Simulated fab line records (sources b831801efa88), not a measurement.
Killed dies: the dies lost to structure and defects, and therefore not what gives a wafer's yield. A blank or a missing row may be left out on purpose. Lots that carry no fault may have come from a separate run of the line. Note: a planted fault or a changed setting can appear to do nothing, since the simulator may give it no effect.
Matching of chambers | flow sky130 | 3 sister chambers for SKY_LI_CONTACT_HDPCVD_00 on hdpcvd-01
The step deposits PSG, target thk 930 nm, time 155 s. 3 wafers are shown with their chamber, then 7 later ones without.

## EACH WAFER AND ITS CHAMBER
wafer  | chamber | run length s (s)
L775.4 | 1       | 182.5
L777.4 | 2       | 183.0
L777.5 | 0       | 183.6

## WAFERS WITH NO CHAMBER GIVEN
wafer  | run length s (s)
L777.6 | 182.5
L778.3 | 182.8
L778.5 | 182.7
L778.6 | 183.0
L790.2 | 182.9
L790.3 | 182.5
L790.6 | 182.6

## CHAMBER TAKEN BY EACH
wafer  | from the rows above     | in truth
L777.6 | 1                       | 1
L778.3 | can't be placed: 2 or 1 | 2
L778.5 | can't be placed: 1 or 2 | 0
L778.6 | 2                       | 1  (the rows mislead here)
L790.2 | 2                       | 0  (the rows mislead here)
L790.3 | 1                       | 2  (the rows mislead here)
L790.6 | 1                       | 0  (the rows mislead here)
1 of 7 placed correctly. From these rows, 2 cannot be placed; in 1 the true chamber is one of the candidates. Wrongly placed: 4.
How it was worked out, from the rows above alone: a wafer's distance from a chamber is the root of the sum, over the readings, of the square of ((its reading less the chamber's mean) divided by the reading's scatter). The wafer belongs to the nearest chamber; if the next one is less than 2 further off, it can't be placed. Each chamber's mean is taken over the wafers shown for it. The scatter: root of mean squared gap, hidden wafer to nearest shown wafer, with one shown wafer a chamber.
